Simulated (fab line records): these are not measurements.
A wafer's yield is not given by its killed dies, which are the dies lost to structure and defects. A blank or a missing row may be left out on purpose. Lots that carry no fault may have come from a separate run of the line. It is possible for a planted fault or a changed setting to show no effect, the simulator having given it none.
Chamber matching -- flow gf180mcu -- pecvd-04 running GF_V2_CVD_02: 3 sister chambers
The step deposits SiO2 from TEOS, target thk 850 nm, time 94.851 s. 24 wafers are shown with their chamber, then 12 later ones without.

== WAFERS WITH THEIR CHAMBER ==
wafer,chamber,heater power w (W),susceptor temp C (C)
L075.2,0,565,399.67
L075.3,2,541,399.73
L075.6,2,600,400.36
L078.3,1,676,399.83
L078.4,1,552,400.06
L078.6,2,634,400.15
L079.1,0,558,400.08
L079.3,2,535,399.93
L079.6,1,644,399.79
L081.1,0,567,400.21
L081.2,2,566,400.35
L081.3,1,633,399.98
L084.1,2,619,400.01
L084.2,0,526,399.88
L084.5,2,644,399.61
L085.2,2,583,400.07
L085.4,1,693,399.82
L085.6,2,620,400.58
L087.3,0,542,399.85
L087.4,2,641,400.13
L087.6,2,514,400.03
L089.2,1,599,399.84
L089.3,0,553,399.67
L089.5,0,569,400.18

SIGNATURES (means of the wafers above)
reading,chamber 0,chamber 1,chamber 2,scatter within a chamber
heater power w,554.29,632.83,590.64,41.3
susceptor temp C,399.9343,399.8867,400.0864,0.234
Rule: a wafer lies at a distance from a chamber equal to the root of the sum of squares, over the readings, of (its reading less the chamber's mean, divided by the reading's scatter). The wafer belongs to the nearest chamber; if the next one is less than 2 further off, it can't be placed. The scatter: take each reading less its chamber's mean, square it, sum over the shown wafers, divide by the number of wafers less the number of chambers, and take the root.

== WAFERS MISSING THEIR CHAMBER ==
wafer,heater power w (W),susceptor temp C (C)
L092.1,582,399.67
L092.2,584,400.43
L092.4,614,400.48
L093.1,673,399.80
L093.3,588,399.92
L093.4,559,400.09
L095.1,671,400.46
L095.2,564,400.36
L095.3,652,399.97
L097.1,477,399.62
L097.2,635,400.05
L097.4,663,399.67

== THE CHAMBER EACH PASSED THROUGH ==
wafer,from the rows above,in truth
L092.1,can't be placed: 0 or 1 or 2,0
L092.2,can't be placed: 2 or 0 or 1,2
L092.4,can't be placed: 2 or 1 or 0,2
L093.1,can't be placed: 1 or 2 or 0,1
L093.3,can't be placed: 2 or 0 or 1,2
L093.4,can't be placed: 0 or 2 or 1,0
L095.1,can't be placed: 2 or 1 or 0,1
L095.2,can't be placed: 2 or 0 or 1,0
L095.3,can't be placed: 1 or 2 or 0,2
L097.1,can't be placed: 0 or 2 or 1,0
L097.2,can't be placed: 1 or 2 or 0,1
L097.4,can't be placed: 1 or 2 or 0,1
Correct placement for 0 of the 12. Not placeable from these rows: 12 (in 12, the candidates include the true chamber). 0 placed wrongly.
